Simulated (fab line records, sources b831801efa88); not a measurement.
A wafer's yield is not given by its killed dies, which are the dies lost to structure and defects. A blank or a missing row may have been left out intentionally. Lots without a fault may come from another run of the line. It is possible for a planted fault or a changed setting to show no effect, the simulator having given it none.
Which tool was responsible? ; flow sky130 ; 12 lots, 36 wafers sampled, at 1 step of a route of 708

## WHAT THE GAUGES READ, wafer by wafer
SKY_GATE_OXIDE_THK_MEAS_02. Usual: GATE_OXIDE_OXIDATION_00_THK typically reads 10.21 nm, with standard deviation 0.19.
lot;measured;on;GATE_OXIDE_OXIDATION_00_THK (nm);flag
L832;day 12 20:20;filmMetro-04;10.42 10.34 10.34;
L834;day 13 12:40;filmMetro-02;10.22 10.19 10.30;
L835;day 14 02:26;filmMetro-04;10.47 10.61 10.57;
L837;day 14 09:32;filmMetro-02;10.41 10.41 10.32;
L836;day 14 15:35;filmMetro-01;10.38 10.59 10.36;
L840;day 15 16:35;filmMetro-04;10.00 9.73 9.94;
L841;day 16 05:58;filmMetro-04;9.85 9.89 9.64;
L848;day 18 10:37;filmMetro-01;9.97 9.94 9.88;
L849;day 18 14:29;filmMetro-02;10.39 10.41 10.47;
L850;day 19 02:13;filmMetro-02;10.24 10.37 10.17;
L854;day 20 07:05;filmMetro-02;10.07 10.06 10.10;
L855;day 20 10:01;filmMetro-01;10.35 10.31 10.23;

## WHICH TOOL RAN EACH LOT (tool, then ch and the chambers of the sampled wafers, then the start)
The record holds no process step before these readings.

## AS READ BY THE TOOLS THEMSELVES (means over the sampled wafers that have a number; for cases with no such wafer, the mark the record gives instead)
The record holds no such reading with a usual standard deviation.

## THE ANSWER, worked out from the rows above alone
Rule: take the mean of a lot's wafers that have a number; if it is more than 3 standard deviations from the usual mean, the lot is off. A lot without any number at a reading at which 4 lots or more have one is off too. All remaining lots with rows at the step are treated as sound. After the gauges, taken in route order, come the tools' own readings; for these a lot's mean is taken, as printed above. The first step at which some lot is off is used, and at that step the reading that is off furthest; a lot without a number counts as furthest.
No lot is off on any of the readings shown, so nothing can be concluded from this.

## WHAT THE SIMULATOR HAD PUT IN
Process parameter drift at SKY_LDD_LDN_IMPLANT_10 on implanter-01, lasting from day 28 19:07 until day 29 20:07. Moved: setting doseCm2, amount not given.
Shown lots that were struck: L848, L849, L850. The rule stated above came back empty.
